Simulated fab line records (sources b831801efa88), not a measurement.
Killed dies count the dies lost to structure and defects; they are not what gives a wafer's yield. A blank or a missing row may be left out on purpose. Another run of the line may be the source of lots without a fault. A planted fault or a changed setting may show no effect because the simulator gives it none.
fab line records ; flow gf180mcu ; part 1 of 2: steps 1 to 25 of 35
[record] lots = 5; wafers = 15; lastDay = 32
route steps=602 shown V2@408 M3@409 V3@429
lots with no fault: from the same line, run without faults
startH: the number of hours between the record's first day and the start of the first shown wafer of the lot ; waitH: hours from the lot's prior step to this one ; " the same as in the row above ; L1.1+2: several wafers, shown together as one row ; - no value present, or no start provided ; * or withheld: withheld ; < > ~ a bound
route shown NAME@n: NAME is a module with steps in the file, n the number in the route of the first one ; usual: mean/standard deviation of fault-free wafers ; same: alike in all rows ; chamber/n: place in a boat ; sites: readings site by site ; _std_site: the standard deviation of these ; _edge_site: inner sites' mean taken away from outer sites' mean ; radiusMm: how far each site lies from the wafer's centre ; mask NAME#n: copy n ; behind: the last tool/chamber to shape the wafer ; hold: reason for holding the lot/hours on hold/outcome of the hold ; device: the n, p or np transistor that did not switch ; end of line: the same wafers' tests at the end of the route ; a step given without rows: its recipe and nothing more ; killed: the dies lost at the first sort to structure and to defects; this is not the yield of the wafer ; map: shows each die of a wafer: x if killed, . if not, _ if none is there
set.NAME: the run value of the setting; set.NAME@STEP: its run value at that earlier step ; model.NAME: the simulator's own value behind a step, which no gauge read
a table for each step, a row for each wafer; lots at some steps of the route
services: when a tool's chamber went out of use (startH, in hours from the record's first day, below 0 if earlier), for how many hours, and the reason
[[steps]]
[step GF_V2_CMP_26]
[recipe] stopOn = SiO2; downForcePsi = 3.5; platenRpm = 60; tOverpolishS = 15; targetThkNm = 0; padVelocityMS = 0.94248
[usual] edgeZonePressureFrac = 1.000/0.0046; motorCurrentA = 11.2/1; overpolishRunS = 15.000/0.0086; slurryFlowMlMin = 150.0/0.48; timeToEndpointS = 87.1/3
lot.wafer;tool;chamber;startH;waitH;edgeZonePressureFrac;motorCurrentA;overpolishRunS;slurryFlowMlMin;timeToEndpointS
L076.4;cmp-01;2;476.36;0.1;0.998;9.9;15.005;149.6;85.3
L076.1;cmp-01;3;476.36;0.1;0.998;10.9;14.995;149.3;82.4
L076.2;cmp-01;0;476.36;0.1;1.002;11.6;14.987;150.3;85.0
L080.1;cmp-01;2;514.01;0.1;0.995;10.8;15.004;150.1;81.3
L080.2;cmp-01;0;514.01;0.1;0.990;12.0;15.003;150.5;81.6
L080.6;cmp-01;3;514.01;0.1;0.997;12.1;14.996;150.8;83.8
L083.2;cmp-02;1;557.83;0.3;0.996;10.4;14.996;149.2;88.4
L083.4;cmp-02;0;557.83;0.3;1.001;11.3;14.999;150.1;87.1
L083.5;cmp-02;1;557.83;0.3;0.993;11.2;15.002;149.9;88.4
L084.1;cmp-02;3;560.76;0.1;1.005;13.2;15.015;149.6;86.0
L084.3;cmp-02;0;560.76;0.1;0.993;10.7;14.996;150.4;87.2
L084.2;cmp-02;1;560.76;0.1;1.003;11.6;15.004;151.3;88.3
L089.2;cmp-02;2;591.03;1.5;1.002;10.6;15.016;150.1;86.5
L089.1;cmp-02;3;591.03;1.5;0.997;13.5;15.006;149.9;87.8
L089.5;cmp-02;1;591.03;1.5;0.998;11.1;14.994;150.1;87.6
[step GF_M3_SPUTTER_00]
[recipe] material = Ti; targetThkNm = 37.5; arrivingIonEnergyEv = 80; substrateTempC = 200; chamberPressurePa = 2; powerW = 4000; timeS = 150
[usual] throttleValvePct = 29.6/1.1
lot.wafer;tool;chamber;startH;waitH;throttleValvePct
L076.1;pvdSputter-04;-;476.61;0.1;31.3
L076.2;pvdSputter-04;-;476.61;0.1;29.9
L076.4;pvdSputter-04;-;476.61;0.1;31.8
L080.1;pvdSputter-02;-;514.31;0.2;29.9
L080.2;pvdSputter-02;-;514.31;0.2;28.1
L080.6;pvdSputter-02;-;514.31;0.2;28.6
L083.2;pvdSputter-04;-;558.13;0.2;31.4
L083.4;pvdSputter-04;-;558.13;0.2;31.3
L083.5;pvdSputter-04;-;558.13;0.2;31.9
L084.1;pvdSputter-01;-;561.06;0.2;30.4
L084.2;pvdSputter-01;-;561.06;0.2;29.1
L084.3;pvdSputter-01;-;561.06;0.2;27.6
L089.1;pvdSputter-02;-;591.28;0.1;28.8
L089.2;pvdSputter-02;-;591.28;0.1;29.7
L089.5;pvdSputter-02;-;591.28;0.1;29.7
[step GF_M3_SPUTTER_01]
[recipe] material = TiN; targetThkNm = 30; powerW = 6500; timeS = 25; chamberPressurePa = 0.4
[usual] throttleValvePct = 29.6/1.1
lot.wafer;tool;chamber;startH;waitH;throttleValvePct
L076.1;pvdSputter-04;-;476.71;0.1;31.0
L076.2;pvdSputter-04;-;476.71;0.1;30.1
L076.4;pvdSputter-04;-;476.71;0.1;31.9
L080.1;pvdSputter-02;-;514.41;0.1;29.8
L080.2;pvdSputter-02;-;514.41;0.1;28.4
L080.6;pvdSputter-02;-;514.41;0.1;28.3
L083.2;pvdSputter-04;-;558.23;0.1;31.8
L083.4;pvdSputter-04;-;558.23;0.1;31.1
L083.5;pvdSputter-04;-;558.23;0.1;32.0
L084.1;pvdSputter-01;-;561.16;0.1;30.2
L084.2;pvdSputter-01;-;561.16;0.1;29.1
L084.3;pvdSputter-01;-;561.16;0.1;27.5
L089.1;pvdSputter-02;-;591.38;0.1;29.2
L089.2;pvdSputter-02;-;591.38;0.1;29.9
L089.5;pvdSputter-02;-;591.38;0.1;29.6
[step GF_M3_SPUTTER_02]
[recipe] material = AlCu; targetThkNm = 450; powerW = 10600; timeS = 23.9; chamberPressurePa = 0.4
[usual] throttleValvePct = 29.6/1.1
lot.wafer;tool;chamber;startH;waitH;throttleValvePct
L076.1;pvdSputter-04;-;476.74;0.0;31.2
L076.2;pvdSputter-04;-;476.74;0.0;30.4
L076.4;pvdSputter-04;-;476.74;0.0;31.7
L080.1;pvdSputter-02;-;514.44;0.0;30.1
L080.2;pvdSputter-02;-;514.44;0.0;28.3
L080.6;pvdSputter-02;-;514.44;0.0;28.3
L083.2;pvdSputter-04;-;558.26;0.0;31.5
L083.4;pvdSputter-04;-;558.26;0.0;31.2
L083.5;pvdSputter-04;-;558.26;0.0;31.6
L084.1;pvdSputter-01;-;561.19;0.0;30.4
L084.2;pvdSputter-01;-;561.19;0.0;28.9
L084.3;pvdSputter-01;-;561.19;0.0;27.2
L089.1;pvdSputter-02;-;591.41;0.0;29.0
L089.2;pvdSputter-02;-;591.41;0.0;29.7
L089.5;pvdSputter-02;-;591.41;0.0;29.7
[step GF_M3_SPUTTER_03]
[recipe] material = Ti; targetThkNm = 10; substrateTempC = 300; chamberPressurePa = 0.2961; powerW = 3000; timeS = 6.7
[usual] throttleValvePct = 29.6/1.2
lot.wafer;tool;chamber;startH;waitH;throttleValvePct
L076.1;pvdSputter-04;-;476.77;0.0;31.3
L076.2;pvdSputter-04;-;476.77;0.0;30.1
L076.4;pvdSputter-04;-;476.77;0.0;31.9
L080.1;pvdSputter-02;-;514.47;0.0;30.0
L080.2;pvdSputter-02;-;514.47;0.0;28.3
L080.6;pvdSputter-02;-;514.47;0.0;28.3
L083.2;pvdSputter-04;-;558.29;0.0;31.8
L083.4;pvdSputter-04;-;558.29;0.0;31.1
L083.5;pvdSputter-04;-;558.29;0.0;31.8
L084.1;pvdSputter-01;-;561.22;0.0;30.4
L084.2;pvdSputter-01;-;561.22;0.0;29.5
L084.3;pvdSputter-01;-;561.22;0.0;27.4
L089.1;pvdSputter-02;-;591.44;0.0;28.7
L089.2;pvdSputter-02;-;591.44;0.0;29.9
L089.5;pvdSputter-02;-;591.44;0.0;29.9
[step GF_M3_SPUTTER_04]
[recipe] material = TiN; targetThkNm = 50; powerW = 6500; timeS = 41.7; chamberPressurePa = 0.4
[usual] throttleValvePct = 29.6/1.1
lot.wafer;tool;chamber;startH;waitH;throttleValvePct
L076.1;pvdSputter-04;-;476.79;0.0;31.2
L076.2;pvdSputter-04;-;476.79;0.0;30.1
L076.4;pvdSputter-04;-;476.79;0.0;31.7
L080.1;pvdSputter-02;-;514.49;0.0;29.5
L080.2;pvdSputter-02;-;514.49;0.0;28.2
L080.6;pvdSputter-02;-;514.49;0.0;28.5
L083.2;pvdSputter-04;-;558.31;0.0;31.9
L083.4;pvdSputter-04;-;558.31;0.0;31.4
L083.5;pvdSputter-04;-;558.31;0.0;31.5
L084.1;pvdSputter-01;-;561.24;0.0;30.3
L084.2;pvdSputter-01;-;561.24;0.0;29.2
L084.3;pvdSputter-01;-;561.24;0.0;27.4
L089.1;pvdSputter-02;-;591.46;0.0;28.9
L089.2;pvdSputter-02;-;591.46;0.0;29.6
L089.5;pvdSputter-02;-;591.46;0.0;29.7
[step GF_M3_RS_MEAS_05]
[recipe] thkMeasGauge = four-point-probe; reads = TiN_of_M3_SPUTTER_04+Ti_of_M3_SPUTTER_03+AlCu_of_M3_SPUTTER_02+TiN_of_M3_SPUTTER_01+Ti_of_M3_SPUTTER_00
[usual] M3_ALCU_RS = 0.0697/0.00081
lot.wafer;tool;chamber;startH;waitH;M3_ALCU_RS[ohm/sq]
L076.1;filmMetro-01;-;476.83;0.0;0.0694
L076.2;filmMetro-01;-;476.83;0.0;0.0688
L076.4;filmMetro-01;-;476.83;0.0;0.0691
L080.1;filmMetro-03;-;514.53;0.0;0.0694
L080.2;filmMetro-03;-;514.53;0.0;0.0696
L080.6;filmMetro-03;-;514.53;0.0;0.0693
L083.2;filmMetro-04;-;558.37;0.0;0.0692
L083.4;filmMetro-04;-;558.37;0.0;0.0692
L083.5;filmMetro-04;-;558.37;0.0;0.0692
L084.1;filmMetro-03;-;561.28;0.0;0.0698
L084.2;filmMetro-03;-;561.28;0.0;0.0702
L084.3;filmMetro-03;-;561.28;0.0;0.0700
L089.1;filmMetro-03;-;591.50;0.0;0.0691
L089.2;filmMetro-03;-;591.50;0.0;0.0697
L089.5;filmMetro-03;-;591.50;0.0;0.0698
[step GF_M3_THK_MEAS_06]
[recipe] thkMeasGauge = xrf; reads = AlCu_of_M3_SPUTTER_02
[usual] M3_ALCU_THK = 447/6
lot.wafer;tool;chamber;startH;waitH;M3_ALCU_THK[nm]
L076.1;filmMetro-01;-;476.95;0.1;449
L076.2;filmMetro-01;-;476.95;0.1;452
L076.4;filmMetro-01;-;476.95;0.1;451
L080.1;filmMetro-03;-;514.65;0.1;447
L080.2;filmMetro-03;-;514.65;0.1;445
L080.6;filmMetro-03;-;514.65;0.1;445
L083.2;filmMetro-04;-;558.48;0.1;450
L083.4;filmMetro-04;-;558.48;0.1;452
L083.5;filmMetro-04;-;558.48;0.1;450
L084.1;filmMetro-03;-;561.40;0.1;445
L084.2;filmMetro-03;-;561.40;0.1;441
L084.3;filmMetro-03;-;561.40;0.1;442
L089.1;filmMetro-03;-;591.62;0.1;445
L089.2;filmMetro-03;-;591.62;0.1;443
L089.5;filmMetro-03;-;591.62;0.1;443
[step GF_M3_DEHYDRATE_07]
[recipe] tempC = 200; timeS = 60
[usual] resistLineTempC = 23.01/0.11
lot.wafer;tool;chamber;startH;waitH;resistLineTempC
L076.1;lithoTrack-03;0;488.12;11.2;23.12
L076.2;lithoTrack-03;0;488.12;11.2;23.29
L076.4;lithoTrack-03;0;488.12;11.2;23.05
L080.1;lithoTrack-03;0;525.62;11.0;22.87
L080.2;lithoTrack-03;0;525.62;11.0;22.98
L080.6;lithoTrack-03;0;525.62;11.0;22.94
L083.2;lithoTrack-04;0;568.97;10.5;23.01
L083.4;lithoTrack-04;0;568.97;10.5;23.10
L083.5;lithoTrack-04;0;568.97;10.5;22.95
L084.1;lithoTrack-02;0;571.96;10.6;22.94
L084.2;lithoTrack-02;0;571.96;10.6;23.08
L084.3;lithoTrack-02;0;571.96;10.6;23.03
L089.1;lithoTrack-04;0;601.10;9.5;23.15
L089.2;lithoTrack-04;0;601.10;9.5;23.13
L089.5;lithoTrack-04;0;601.10;9.5;23.28
[step GF_M3_HMDS_08]
[recipe] primeTimeS = 60; primeTempC = 120
[usual] resistLineTempC = 22.99/0.095
[same] primeTimeS = 60
lot.wafer;tool;chamber;startH;waitH;resistLineTempC
L076.1;lithoTrack-03;0;488.27;0.1;23.03
L076.2;lithoTrack-03;0;488.27;0.1;23.08
L076.4;lithoTrack-03;0;488.27;0.1;22.99
L080.1;lithoTrack-03;0;525.77;0.1;23.04
L080.2;lithoTrack-03;0;525.77;0.1;23.00
L080.6;lithoTrack-03;0;525.77;0.1;23.07
L083.2;lithoTrack-04;0;569.12;0.1;23.20
L083.4;lithoTrack-04;0;569.12;0.1;23.04
L083.5;lithoTrack-04;0;569.12;0.1;23.11
L084.1;lithoTrack-02;0;572.11;0.1;22.92
L084.2;lithoTrack-02;0;572.11;0.1;22.93
L084.3;lithoTrack-02;0;572.11;0.1;23.04
L089.1;lithoTrack-04;0;601.25;0.1;22.94
L089.2;lithoTrack-04;0;601.25;0.1;22.99
L089.5;lithoTrack-04;0;601.25;0.1;22.98
[step GF_M3_COAT_09]
[recipe] resist = KrF; spinRpm = withheld; resistThkNm = 1000
[usual] resistLineTempC = 22.98/0.099
lot.wafer;tool;chamber;startH;waitH;resistLineTempC
L076.1;lithoTrack-03;0;488.42;0.1;22.94
L076.2;lithoTrack-03;0;488.42;0.1;23.08
L076.4;lithoTrack-03;0;488.42;0.1;23.13
L080.1;lithoTrack-03;0;525.92;0.1;23.19
L080.2;lithoTrack-03;0;525.92;0.1;23.00
L080.6;lithoTrack-03;0;525.92;0.1;22.94
L083.2;lithoTrack-04;0;569.27;0.1;23.10
L083.4;lithoTrack-04;0;569.27;0.1;23.01
L083.5;lithoTrack-04;0;569.27;0.1;22.99
L084.1;lithoTrack-02;0;572.26;0.1;22.98
L084.2;lithoTrack-02;0;572.26;0.1;22.96
L084.3;lithoTrack-02;0;572.26;0.1;22.89
L089.1;lithoTrack-04;0;601.40;0.1;22.98
L089.2;lithoTrack-04;0;601.40;0.1;23.11
L089.5;lithoTrack-04;0;601.40;0.1;22.84
[step GF_M3_SOFTBAKE_10]
[recipe] tempC = 130; timeS = 60; resist = KrF
[usual] resistLineTempC = 23.00/0.11
lot.wafer;tool;chamber;startH;waitH;resistLineTempC
L076.1;lithoTrack-03;0;488.57;0.1;23.01
L076.2;lithoTrack-03;0;488.57;0.1;23.06
L076.4;lithoTrack-03;0;488.57;0.1;23.00
L080.1;lithoTrack-03;0;526.07;0.1;22.96
L080.2;lithoTrack-03;0;526.07;0.1;23.10
L080.6;lithoTrack-03;0;526.07;0.1;22.92
L083.2;lithoTrack-04;0;569.42;0.1;22.92
L083.4;lithoTrack-04;0;569.42;0.1;23.03
L083.5;lithoTrack-04;0;569.42;0.1;22.92
L084.1;lithoTrack-02;0;572.41;0.1;23.04
L084.2;lithoTrack-02;0;572.41;0.1;22.86
L084.3;lithoTrack-02;0;572.41;0.1;23.06
L089.1;lithoTrack-04;0;601.55;0.1;22.95
L089.2;lithoTrack-04;0;601.55;0.1;22.95
L089.5;lithoTrack-04;0;601.55;0.1;22.98
[step GF_M3_EXPOSE_11]
[recipe] maskId = Metal3; targetCdNm = 280; na = 0.68; sourceShape = conventional; sigmaOuter = 0.6; doseMj = 28
lot.wafer;tool;chamber;startH;waitH;mask
L076.1+2+4;krfScanner-02;0;-;-;Metal3#0
L080.1+2+6;krfScanner-01;0;-;-;Metal3#0
L083.2+4+5;krfScanner-01;0;-;-;Metal3#0
L084.1+2+3;krfScanner-01;0;-;-;Metal3#0
L089.1+2+5;krfScanner-02;0;-;-;Metal3#0
[step GF_M3_PEB_12]
[recipe] pebTempC = 135; pebTimeS = 90; resist = KrF
[usual] resistLineTempC = 23.00/0.098
lot.wafer;tool;chamber;startH;waitH;resistLineTempC
L076.1;lithoTrack-02;0;-;-;22.99
L076.2;lithoTrack-02;0;-;-;23.03
L076.4;lithoTrack-02;0;-;-;22.99
L080.1;lithoTrack-03;0;-;-;22.86
L080.2;lithoTrack-03;0;-;-;22.89
L080.6;lithoTrack-03;0;-;-;22.99
L083.2;lithoTrack-03;0;-;-;23.09
L083.4;lithoTrack-03;0;-;-;23.04
L083.5;lithoTrack-03;0;-;-;23.16
L084.1;lithoTrack-04;0;-;-;22.86
L084.2;lithoTrack-04;0;-;-;22.94
L084.3;lithoTrack-04;0;-;-;22.90
L089.1;lithoTrack-03;0;-;-;22.94
L089.2;lithoTrack-03;0;-;-;22.97
L089.5;lithoTrack-03;0;-;-;22.91
[step GF_M3_DEVELOP_13]
[recipe] developTimeS = 60; devTempC = 21
[usual] resistLineTempC = 22.99/0.11
lot.wafer;tool;chamber;startH;waitH;resistLineTempC
L076.1;lithoTrack-02;0;500.36;0.2;22.87
L076.2;lithoTrack-02;0;500.36;0.2;23.05
L076.4;lithoTrack-02;0;500.36;0.2;22.94
L080.1;lithoTrack-03;0;537.52;0.2;23.05
L080.2;lithoTrack-03;0;537.52;0.2;23.05
L080.6;lithoTrack-03;0;537.52;0.2;22.97
L083.2;lithoTrack-03;0;579.99;0.2;23.02
L083.4;lithoTrack-03;0;579.99;0.2;23.13
L083.5;lithoTrack-03;0;579.99;0.2;22.95
L084.1;lithoTrack-04;0;582.85;0.2;23.11
L084.2;lithoTrack-04;0;582.85;0.2;22.94
L084.3;lithoTrack-04;0;582.85;0.2;23.07
L089.1;lithoTrack-03;0;611.87;0.2;23.03
L089.2;lithoTrack-03;0;611.87;0.2;23.10
L089.5;lithoTrack-03;0;611.87;0.2;23.01
[step GF_M3_CD_MEAS_14]
[recipe] targetCdNm = 280
[usual] cdNm = 280.0/1.2
lot.wafer;tool;chamber;startH;waitH;cdNm
L076.1;cdSem-01;-;500.51;0.1;280.9
L076.2;cdSem-01;-;500.51;0.1;280.6
L076.4;cdSem-01;-;500.51;0.1;281.2
L080.1;cdSem-02;-;537.67;0.1;280.1
L080.2;cdSem-02;-;537.67;0.1;280.4
L080.6;cdSem-02;-;537.67;0.1;280.2
L083.2;cdSem-02;-;580.14;0.1;280.8
L083.4;cdSem-02;-;580.14;0.1;279.3
L083.5;cdSem-02;-;580.14;0.1;281.0
L084.1;cdSem-01;-;583.00;0.1;280.1
L084.2;cdSem-01;-;583.00;0.1;280.9
L084.3;cdSem-01;-;583.00;0.1;280.9
L089.1;cdSem-02;-;612.02;0.1;278.8
L089.2;cdSem-02;-;612.02;0.1;279.0
L089.5;cdSem-02;-;612.02;0.1;278.9
[step GF_M3_OVL_MEAS_15]
[usual] M3_OVL = 5/5.8
lot.wafer;tool;chamber;startH;waitH;M3_OVL[nm]
L076.1;overlay-02;-;500.63;0.1;0
L076.2;overlay-02;-;500.63;0.1;-6
L076.4;overlay-02;-;500.63;0.1;-5
L080.1;overlay-01;-;537.79;0.1;5
L080.2;overlay-01;-;537.79;0.1;-1
L080.6;overlay-01;-;537.79;0.1;-4
L083.2;overlay-01;-;580.24;0.1;-1
L083.4;overlay-01;-;580.24;0.1;10
L083.5;overlay-01;-;580.24;0.1;-4
L084.1;overlay-01;-;583.12;0.1;13
L084.2;overlay-01;-;583.12;0.1;2
L084.3;overlay-01;-;583.12;0.1;9
L089.1;overlay-02;-;612.14;0.1;7
L089.2;overlay-02;-;612.14;0.1;5
L089.5;overlay-02;-;612.14;0.1;-3
[step GF_M3_METAL_ETCH_16]
[recipe] chemistry = Cl2/BCl3; maskMaterial = KrF; targetDepthNm = 627.5; stopOn = SiO2; pressureMtorr = 8; icpW = 800; biasW = 140; Cl2_flow_sccm = 80; bcl3FlowSccm = 40; timeS = 104.6
[usual] drypumpMotorCurrentA = 5.95/0.3; oesProductAu = 0.970/0.0071; throttleValvePct = 28.251/0.011
lot.wafer;tool;chamber;startH;waitH;drypumpMotorCurrentA;oesProductAu;rfHoursCounterH;throttleValvePct
L076.1;rieMetal-04;1;500.67;0.0;5.85;0.967;11;28.240
L076.2;rieMetal-04;1;500.67;0.0;5.84;0.969;-;28.245
L076.4;rieMetal-04;1;500.67;0.0;5.84;0.979;-;28.249
L080.1;rieMetal-01;0;537.83;0.0;6.33;0.970;8;28.241
L080.2;rieMetal-01;1;537.83;0.0;5.76;0.971;10;28.244
L080.6;rieMetal-01;1;537.83;0.0;5.77;0.969;-;28.237
L083.2;rieMetal-01;1;580.27;0.0;5.82;0.976;11;28.257
L083.4;rieMetal-01;0;580.27;0.0;6.35;0.984;-;28.256
L083.5;rieMetal-01;1;580.27;0.0;5.76;0.977;-;28.248
L084.1;rieMetal-03;1;583.15;0.0;6.34;0.965;12;28.259
L084.2;rieMetal-03;0;583.15;0.0;5.70;0.968;3;28.256
L084.3;rieMetal-03;1;583.15;0.0;6.34;0.974;-;28.244
L089.1;rieMetal-03;0;612.17;0.0;5.73;0.974;4;28.253
L089.2;rieMetal-03;0;612.17;0.0;5.76;0.974;-;28.240
L089.5;rieMetal-03;0;612.17;0.0;5.75;0.961;-;28.246
[step GF_M3_STRIP_17]
[recipe] chemistry = O2/N2; powerW = 1400; pressureMtorr = 1500; platenTempC = 250; o2FlowSccm = 3000; n2FlowSccm = 300; overashFraction = 0.5
[usual] drypumpMotorCurrentA = 5.7/0.51; heaterPowerW = 336/27; o2FlowSccm = 3002/8.6; oesProductAu = 0.557/0.005; stripTimeToEndpointS = 7.85/0.035
lot.wafer;tool;chamber;startH;waitH;drypumpMotorCurrentA;heaterPowerW;o2FlowSccm;oesProductAu;rfHoursCounterH;stripTimeToEndpointS
L076.1;plasmaAsher-03;1;500.89;0.2;6.2;353;2994;0.559;73;7.91
L076.2;plasmaAsher-03;0;500.89;0.2;6.2;311;3017;0.560;73;7.89
L076.4;plasmaAsher-03;0;500.89;0.2;6.2;314;3012;0.561;-;7.89
L080.1;plasmaAsher-04;0;537.94;0.1;5.7;312;3000;0.563;93;7.86
L080.2;plasmaAsher-04;1;537.94;0.1;4.8;280;3012;0.551;93;7.87
L080.6;plasmaAsher-04;0;537.94;0.1;5.7;305;3004;0.566;-;7.89
L083.2;plasmaAsher-03;0;580.39;0.1;6.2;316;3007;0.557;82;7.91
L083.4;plasmaAsher-03;0;580.39;0.1;6.2;315;3000;0.556;-;7.90
L083.5;plasmaAsher-03;0;580.39;0.1;6.2;313;3003;0.557;-;7.88
L084.1;plasmaAsher-02;0;583.26;0.1;5.2;362;2981;0.569;48;7.89
L084.2;plasmaAsher-02;1;583.26;0.1;6.1;354;3001;0.558;48;7.88
L084.3;plasmaAsher-02;0;583.26;0.1;5.2;361;2998;0.556;-;7.90
L089.1;plasmaAsher-04;1;612.40;0.2;4.8;294;3017;0.567;102;7.88
L089.2;plasmaAsher-04;0;612.40;0.2;5.7;303;3013;0.559;102;7.91
L089.5;plasmaAsher-04;0;612.40;0.2;5.7;305;2985;0.564;-;7.88
[step GF_M3_STRIP_18]
[recipe] chemistry = postEtchResidueRemover; timeS = 1200; tempC = 72.5
[usual] bathGuardTempC = 72.6/0.54
lot.wafer;tool;chamber;startH;waitH;bathGuardTempC
L076.1;wetBench-01;2;500.99;0.1;71.7
L076.2;wetBench-01;2;500.99;0.1;72.1
L076.4;wetBench-01;2;500.99;0.1;71.7
L080.1;wetBench-03;0;538.04;0.1;72.6
L080.2;wetBench-03;0;538.04;0.1;72.7
L080.6;wetBench-03;0;538.04;0.1;72.5
L083.2;wetBench-01;0;580.49;0.1;72.9
L083.4;wetBench-01;0;580.49;0.1;72.9
L083.5;wetBench-01;0;580.49;0.1;72.7
L084.1;wetBench-03;1;583.36;0.1;72.6
L084.2;wetBench-03;1;583.36;0.1;72.5
L084.3;wetBench-03;1;583.36;0.1;72.5
L089.1;wetBench-03;2;612.50;0.1;72.3
L089.2;wetBench-03;2;612.50;0.1;72.1
L089.5;wetBench-03;2;612.50;0.1;72.0
[step GF_M3_CLEAN_19]
[recipe] chemistry = DIW; dry = n2Spin
lot.wafer;tool;chamber;startH;waitH
L076.1+2+4;wetBench-04;2;501.40;0.0
L080.1+2+6;wetBench-01;3;538.44;0.0
L083.2+4+5;wetBench-04;2;580.83;0.0
L084.1+2+3;wetBench-04;3;583.71;0.0
L089.1+2+5;wetBench-04;1;612.84;0.0
[step GF_V3_CVD_00]
[recipe] material = SiO2; targetThkNm = 600; sigmaOpenFrac = 0.3; tempC = 400; timeS = 100; sih4FlowSccm = 60; pressureMtorr = 6
[usual] sih4FlowSccm = 59.99/0.21
lot.wafer;tool;chamber;startH;waitH;sih4FlowSccm
L076.1;hdpcvd-02;2;501.50;0.0;59.64
L076.2;hdpcvd-02;1;501.50;0.0;59.53
L076.4;hdpcvd-02;0;501.50;0.0;60.13
L080.1;hdpcvd-02;0;538.54;0.0;60.01
L080.2;hdpcvd-02;2;538.54;0.0;60.07
L080.6;hdpcvd-02;1;538.54;0.0;60.01
L083.2;hdpcvd-02;0;580.93;0.0;59.92
L083.4;hdpcvd-02;0;580.93;0.0;60.05
L083.5;hdpcvd-02;2;580.93;0.0;59.97
L084.1;hdpcvd-02;0;583.80;0.0;60.23
L084.2;hdpcvd-02;2;583.80;0.0;60.06
L084.3;hdpcvd-02;1;583.80;0.0;59.86
L089.1;hdpcvd-01;1;612.93;0.0;60.28
L089.2;hdpcvd-01;0;612.93;0.0;60.16
L089.5;hdpcvd-01;1;612.93;0.0;60.14
[step GF_V3_THK_MEAS_01]
[recipe] reads = SiO2_of_V3_CVD_00
[usual] V3_CVD_00_THK = 601/5.3
lot.wafer;tool;chamber;startH;waitH;V3_CVD_00_THK[nm]
L076.1;filmMetro-04;-;501.57;0.0;608
L076.2;filmMetro-04;-;501.57;0.0;604
L076.4;filmMetro-04;-;501.57;0.0;608
L080.1;filmMetro-04;-;538.61;0.0;605
L080.2;filmMetro-04;-;538.61;0.0;609
L080.6;filmMetro-04;-;538.61;0.0;606
L083.2;filmMetro-04;-;581.01;0.0;607
L083.4;filmMetro-04;-;581.01;0.0;607
L083.5;filmMetro-04;-;581.01;0.0;623
L084.1;filmMetro-02;-;583.87;0.0;614
L084.2;filmMetro-02;-;583.87;0.0;609
L084.3;filmMetro-02;-;583.87;0.0;609
L089.1;filmMetro-04;-;613.00;0.0;599
L089.2;filmMetro-04;-;613.00;0.0;602
L089.5;filmMetro-04;-;613.00;0.0;599
[step GF_V3_CVD_02]
[recipe] material = SiO2; targetThkNm = 850; precursor = TEOS; tempC = 400; timeS = 94.851; rfW = 600
[usual] heaterPowerW = 673/98
lot.wafer;tool;chamber;startH;waitH;heaterPowerW
L076.1;pecvd-03;0;501.63;0.1;606
L076.2;pecvd-03;1;501.63;0.1;879
L076.4;pecvd-03;0;501.63;0.1;648
L080.1;pecvd-01;0;538.67;0.1;579
L080.2;pecvd-01;2;538.67;0.1;674
L080.6;pecvd-01;2;538.67;0.1;693
L083.2;pecvd-02;1;581.06;0.0;663
L083.4;pecvd-02;0;581.06;0.0;619
L083.5;pecvd-02;1;581.06;0.0;525
L084.1;pecvd-02;0;583.93;0.1;620
L084.2;pecvd-02;2;583.93;0.1;862
L084.3;pecvd-02;1;583.93;0.1;640
L089.1;pecvd-03;2;613.06;0.1;699
L089.2;pecvd-03;1;613.06;0.1;873
L089.5;pecvd-03;0;613.06;0.1;660
[step GF_V3_THK_MEAS_03]
[recipe] reads = SiO2_of_V3_CVD_02
[usual] V3_CVD_02_THK = 851/11
lot.wafer;tool;chamber;startH;waitH;V3_CVD_02_THK[nm]
L076.1;filmMetro-03;-;501.70;0.0;868
L076.2;filmMetro-03;-;501.70;0.0;867
L076.4;filmMetro-03;-;501.70;0.0;868
L080.1;filmMetro-03;-;538.74;0.0;840
L080.2;filmMetro-03;-;538.74;0.0;849
L080.6;filmMetro-03;-;538.74;0.0;867
L083.2;filmMetro-03;-;581.14;0.0;842
L083.4;filmMetro-03;-;581.14;0.0;856
L083.5;filmMetro-03;-;581.14;0.0;852
L084.1;filmMetro-04;-;584.00;0.0;846
L084.2;filmMetro-04;-;584.00;0.0;845
L084.3;filmMetro-04;-;584.00;0.0;850
L089.1;filmMetro-04;-;613.13;0.0;850
L089.2;filmMetro-04;-;613.13;0.0;841
L089.5;filmMetro-04;-;613.13;0.0;853
